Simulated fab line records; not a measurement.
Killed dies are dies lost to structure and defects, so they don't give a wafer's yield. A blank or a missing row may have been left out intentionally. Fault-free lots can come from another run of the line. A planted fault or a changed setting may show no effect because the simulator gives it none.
Chamber matching + flow sky130 + SKY_VIA2_ETCH_15 on rie diel-04 has 4 sister chambers
The step etches SiO2 in C4F8/O2/Ar, stops on TiN, target depth 546 nm, time 84 s. 4 wafers are shown with their chamber, then 10 later ones without.

## WAFERS WITH THEIR CHAMBER
| wafer  | chamber | oes product au (a.u.) |
|--------|---------|-----------------------|
| L081.5 | 2       | 0.941                 |
| L086.1 | 0       | 0.940                 |
| L088.1 | 3       | 0.938                 |
| L088.3 | 1       | 0.947                 |

## WAFERS WHOSE CHAMBER IS MISSING
| wafer  | oes product au (a.u.) |
|--------|-----------------------|
| L088.4 | 0.941                 |
| L090.2 | 0.939                 |
| L090.3 | 0.936                 |
| L090.5 | 0.942                 |
| L092.1 | 0.940                 |
| L092.3 | 0.931                 |
| L092.5 | 0.948                 |
| L095.2 | 0.946                 |
| L095.4 | 0.934                 |
| L095.6 | 0.932                 |

## WHICH CHAMBER EACH ONE RAN IN
| wafer  | from the rows above               | in truth |
|--------|-----------------------------------|----------|
| L088.4 | can't be placed: 2 or 0 or 3 or 1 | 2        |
| L090.2 | can't be placed: 0 or 3 or 2      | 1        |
| L090.3 | can't be placed: 3 or 0 or 2      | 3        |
| L090.5 | can't be placed: 2 or 0 or 3 or 1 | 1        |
| L092.1 | can't be placed: 0 or 2 or 3      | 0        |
| L092.3 | can't be placed: 3 or 0 or 2      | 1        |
| L092.5 | can't be placed: 1 or 2           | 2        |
| L095.2 | can't be placed: 1 or 2 or 0      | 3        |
| L095.4 | can't be placed: 3 or 0 or 2      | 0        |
| L095.6 | can't be placed: 3 or 0 or 2      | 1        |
Placed correctly: 0 of 10. Unplaceable from these rows: 10, with the true chamber sitting among the candidates in 6. Number placed wrongly: 0.
How it was worked out, from the rows above alone: a wafer's distance from a chamber is the root of the sum, over the readings, of the square of ((its reading less the chamber's mean) divided by the reading's scatter). If the next closest chamber is less than 2 further off than the closest, the wafer can't be placed; otherwise it belongs to the closest. The mean given for a chamber averages the wafers shown for that chamber. The scatter: root of mean squared gap, hidden wafer to nearest shown wafer, with one shown wafer a chamber.
